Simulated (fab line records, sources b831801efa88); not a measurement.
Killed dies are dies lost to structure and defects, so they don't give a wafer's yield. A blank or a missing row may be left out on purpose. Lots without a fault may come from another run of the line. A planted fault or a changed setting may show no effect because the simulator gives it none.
One fault seen from 2 desks | flow sky130 | each desk has only its own numbers; what lay behind them comes last

THE METROLOGY DESK
What the gauges read, lot by lot, whatever tool the lot ran on: means of the sampled wafers that have a number. A lot is out of limits, marked OUT, if its mean lies more than 4 standard deviations from the usual mean; the brackets give that distance.
Columns: A = NWELL_OXIDATION_THK at SKY_NWELL_THK_MEAS_02, usual 10.00 nm; B = VT_ADJUST_HVTR_OVL at SKY_VT_ADJUST_HVTR_OVL_MEAS_08, usual -0.3 nm
lot  | first seen here | A     | B
L548 | day 2 21:50     | 9.99  | -0.7
L549 | day 3 08:56     | 9.97  | 0.7
L550 | day 3 08:58     | 10.00 | 0.3
L551 | day 3 15:20     | 9.99  | 1.0
L553 | day 4 01:23     | 9.96  | -1.0
L554 | day 4 05:59     | 10.09 | 1.0
L555 | day 4 11:54     | 9.96  | -1.1
L556 | day 4 18:20     | 10.10 | 1.6
L557 | day 4 22:40     | 10.06 | -0.7
L565 | day 6 15:47     | 9.84  | 1.4
L566 | day 6 23:16     | 9.91  | -1.9
L567 | day 7 00:49     | 10.07 | 2.1
L568 | day 7 06:04     | 10.12 | 0.3
L569 | day 7 12:09     | 9.67  | -0.9
This desk's finding: nothing out of limits on any of the 14 lots.

THE TOOL OWNER'S DESK: implanter-01
The tool's own readings at SKY_VT_ADJUST_HVTP_IMPLANT_09: means of the sampled wafers that have a number, for each lot that ran on this tool. A lot is out of limits, marked OUT, if its mean lies more than 4 standard deviations from the usual mean; the brackets give that distance.
Columns: A = beam_energy_keV at SKY_VT_ADJUST_HVTP_IMPLANT_09, usual 149.99
lot  | first seen here | A
L557 | day 9 00:59     | 149.95
L565 | day 11 05:19    | 158.61 (+99 or more) OUT
L566 | day 11 14:11    | 158.73 (+99 or more) OUT
This desk's finding: out of limits on L565, L566; first on L565, day 11 05:19 (beam_energy_keV at SKY_VT_ADJUST_HVTP_IMPLANT_09). In limits: L557.

PUT TOGETHER
The tool owner's desk could have raised an alarm at day 11 05:19, on L565, L566.
The metrology desk saw nothing out of limits.
The metrology desk has L565, L566 on record, within its limits.
Of the lots named, all ran SKY_VT_ADJUST_HVTP_IMPLANT_09 on implanter-01.

WHAT THE SIMULATOR HAD PUT IN
Process parameter drift: implanter-01, from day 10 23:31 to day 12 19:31, at SKY_VT_ADJUST_HVTP_IMPLANT_09. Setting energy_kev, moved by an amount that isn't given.
Lots struck among those shown: L565, L566.
Hours from the fault's start to each desk's first reading out of limits: the tool owner's desk, 6.
